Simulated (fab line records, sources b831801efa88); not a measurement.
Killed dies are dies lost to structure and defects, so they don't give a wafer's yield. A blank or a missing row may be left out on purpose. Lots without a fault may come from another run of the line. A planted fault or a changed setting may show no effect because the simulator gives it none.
One fault seen from 2 desks | flow sky130 | each desk has only its own numbers; what lay behind them comes last

THE TOOL OWNER'S DESK: pvd_sputter-01
The tool's own readings at SKY_CONTACT_SPUTTER_23 (material TiN, target thk 20 nm, time 80 s): means of the sampled wafers that have a number, for each lot that ran on this tool. A lot is out of limits, marked OUT, if its mean lies more than 4 standard deviations from the usual mean; the brackets give that distance.
Columns: A = throttle_valve_pct at SKY_CONTACT_SPUTTER_23, usual 30.0 %
lot  | first seen here | A
L608 | day 32 22:33    | 29.6
L624 | day 37 10:45    | 29.5
This desk's finding: nothing out of limits on any of the 2 lots.

THE METROLOGY DESK
What the gauges read, lot by lot, whatever tool the lot ran on: means of the sampled wafers that have a number. A lot is out of limits, marked OUT, if its mean lies more than 4 standard deviations from the usual mean; the brackets give that distance. Of its 8 readings 7 are shown: those that lie furthest out on some lot.
Columns: A = cd_nm at SKY_CONTACT_CD_MEAS_14, usual 170.2 nm; B = CONTACT_OVL at SKY_CONTACT_OVL_MEAS_15, usual 0 nm; C = CONTACT_W_RS at SKY_CONTACT_RS_MEAS_25, usual 0.337 ohm/sq; D = METAL1_ALCU_RS at SKY_METAL1_RS_MEAS_05, usual 0.1268 ohm/sq; E = METAL1_ALCU_THK at SKY_METAL1_THK_MEAS_06, usual 249.5 nm; F = cd_nm at SKY_METAL1_CD_MEAS_15, usual 140.0 nm; G = METAL1_OVL at SKY_METAL1_OVL_MEAS_16, usual -4 nm
lot  | first seen here | A     | B  | C     | D      | E     | F     | G
L606 | day 31 18:16    | 172.5 | -4 | 0.337 | 0.1240 | 255.6 | 139.4 | -12
L607 | day 32 05:08    | 170.1 | -2 | 0.340 | 0.1277 | 246.2 | 142.8 | -5
L608 | day 32 21:43    | 170.9 | -5 | 0.338 | 0.1265 | 250.8 | 138.5 | -2
L624 | day 37 09:52    | 170.3 | 7  | 0.337 | 0.1279 | 249.2 | 143.3 | -8
L625 | day 38 00:08    | 170.1 | -4 | 0.344 | 0.1257 | 250.6 | 139.8 | 2
This desk's finding: nothing out of limits on any of the 5 lots.

PUT TOGETHER
The tool owner's desk saw nothing out of limits.
The metrology desk saw nothing out of limits.

WHAT THE SIMULATOR HAD PUT IN
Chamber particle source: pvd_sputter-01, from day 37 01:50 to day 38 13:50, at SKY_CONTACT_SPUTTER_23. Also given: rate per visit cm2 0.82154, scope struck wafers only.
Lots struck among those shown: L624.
